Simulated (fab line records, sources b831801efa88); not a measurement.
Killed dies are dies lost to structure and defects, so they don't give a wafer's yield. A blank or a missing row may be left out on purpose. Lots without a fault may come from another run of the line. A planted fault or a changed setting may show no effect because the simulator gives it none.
A struck lot beside a sound one | flow gf180mcu | 19 steps out of a route of 602
Sound: wafers L573.2, L573.4, L573.5. Struck: wafers L577.1, L577.4, L577.5. The cause comes at the end.
At each step with rows: each side's tool, then ch and its chambers, then its first start. Under that, the readings that differ: sound wafers | struck wafers | difference of the means | sigmas: that difference in standard deviations of wafers without a fault.
alike: readings whose means differ by less than 2 such deviations, and words and numbers that are the same on both sides. not compared: withheld readings, readings that some wafer has no value for, bounds like >300 that may hide the same value, and numbers for which the record gives no deviation and whose values overlap.
The two part at a step that has a row with sigmas, a row that says differs or no value, or rows on one side only. Numbers that don't overlap but have no deviation are shown without sigmas and don't part them. A reading that every wafer of one side lacks parts them only if that side has two wafers or more.

GF_M1_STRIP_17: strips in O2/N2.
  sound on plasma_asher-02 ch 0,1, day 19 22:48; struck on plasma_asher-03 ch 0,1, day 21 13:17
  alike: drypump_motor_current_A, heater_power_w, oes_product_au, strip_time_to_endpoint_s
  not compared: rf_hours_counter_h
then, 3 steps without rows for these wafers: GF_M1_STRIP_18 (strips in post etch residue remover, time 1200 s); GF_M1_CLEAN_19 (cleans in DIW); GF_V1_CVD_00 (deposits SiO2, target thk 600 nm, time 100 s).
GF_V1_THK_MEAS_01:
  sound on film_metro-03, day 19 23:25; struck on film_metro-03, day 21 13:53
  alike: V1_CVD_00_THK
GF_V1_CVD_02: deposits SiO2 from TEOS, target thk 850 nm, time 94.851 s.
  sound on pecvd-02 ch 0,2, day 19 23:28; struck on pecvd-03 ch 0,2, day 21 13:56
  alike: heater_power_outer_w, heater_power_w, susceptor_temp_C
GF_V1_THK_MEAS_03:
  sound on film_metro-04, day 19 23:32; struck on film_metro-01, day 21 14:01
  alike: V1_CVD_02_THK
GF_V1_CMP_04: polishes SiO2.
  sound on cmp-01 ch 0,2, day 19 23:38; struck on cmp-01 ch 0,2,3, day 21 14:07
  alike: motor_current_A, time_to_endpoint_s
GF_V1_BOW_MEAS_05:
  sound on film_metro-01, day 19 23:55; struck on film_metro-04, day 21 14:22
  alike: V1_BOW
then, 3 steps without rows for these wafers: GF_V1_DEHYDRATE_06 (time 60 s); GF_V1_HMDS_07 (prime time 60 s); GF_V1_COAT_08.
GF_V1_COAT_09: resist thk 1000 nm.
  sound on litho_track-01 ch 0, day 20 11:00; struck on litho_track-01 ch 0, day 22 01:00
  reading                             | sound          | struck         | difference | sigmas
  model.KrF_of_V1_COAT_09.thk_nm (nm) | 1006 1006 1003 | 1010 1011 1011 | +6         |
  alike: resist_line_temp_C
then, 3 steps without rows for these wafers: GF_V1_SOFTBAKE_10 (time 60 s); GF_V1_EXPOSE_11 (exposes mask Via1, target cd 260 nm); GF_V1_PEB_12 (peb time 90 s).
GF_V1_DEVELOP_13: develop time 60 s.
  sound on litho_track-02 ch 0, day 20 23:47; struck on litho_track-02 ch 0, day 22 13:31
  reading                             | sound           | struck            | difference | sigmas
  model.KrF_of_V1_COAT_09.thk_nm (nm) | 990.9 990.9 988 | 995.3 995.6 995.7 | +5.6       |
  alike: resist_line_temp_C
GF_V1_CD_MEAS_14: target cd 260 nm.
  sound on cd_sem-01, day 20 23:56; struck on cd_sem-01, day 22 13:40
  alike: cd_nm
then, 1 step without rows for these wafers: GF_PASSIVATION_PROBE_99.

WHERE THEY PART
Nowhere in this record.

WHY: what the simulator had put in
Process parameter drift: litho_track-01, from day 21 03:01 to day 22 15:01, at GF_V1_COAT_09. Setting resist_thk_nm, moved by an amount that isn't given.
